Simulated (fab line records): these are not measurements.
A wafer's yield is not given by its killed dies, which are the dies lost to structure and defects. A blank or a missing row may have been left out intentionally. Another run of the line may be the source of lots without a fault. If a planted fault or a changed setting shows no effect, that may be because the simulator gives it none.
Chamber matching -- flow gf180mcu -- GF_MIM_CVD_05 on pecvd-03 has 3 sister chambers
The step deposits Si3N4, target thk 42 nm, time 29.77 s. 3 wafers are shown with their chamber, then 8 later ones without.

## EACH WAFER AND ITS CHAMBER
wafer,chamber,heaterPowerW (W)
L660.6,2,564
L664.5,1,635
L665.1,0,594

## WAFERS WITHOUT THEIR CHAMBER
wafer,heaterPowerW (W)
L665.4,545
L665.6,585
L668.2,582
L668.5,567
L668.6,583
L674.2,621
L674.3,545
L674.4,548

## EACH ONE'S CHAMBER
wafer,from the rows above,in truth
L665.4,2,2
L665.6,can't be placed: 0 or 2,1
L668.2,can't be placed: 0 or 2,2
L668.5,can't be placed: 2 or 0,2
L668.6,can't be placed: 0 or 2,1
L674.2,can't be placed: 1 or 0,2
L674.3,2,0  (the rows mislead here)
L674.4,2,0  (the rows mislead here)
1 of 8 placed correctly. Not placeable from these rows: 5 (in 2, the candidates include the true chamber). Number placed wrongly: 2.
How it was worked out, from the rows above alone: a wafer's distance from a chamber is the root of the sum, over the readings, of the square of ((its reading less the chamber's mean) divided by the reading's scatter). The wafer belongs to the nearest chamber; if the next one is less than 2 further off, it can't be placed. For every chamber, the mean is computed from those of its wafers that are shown. The scatter: root of mean squared gap, hidden wafer to nearest shown wafer, with one shown wafer a chamber.
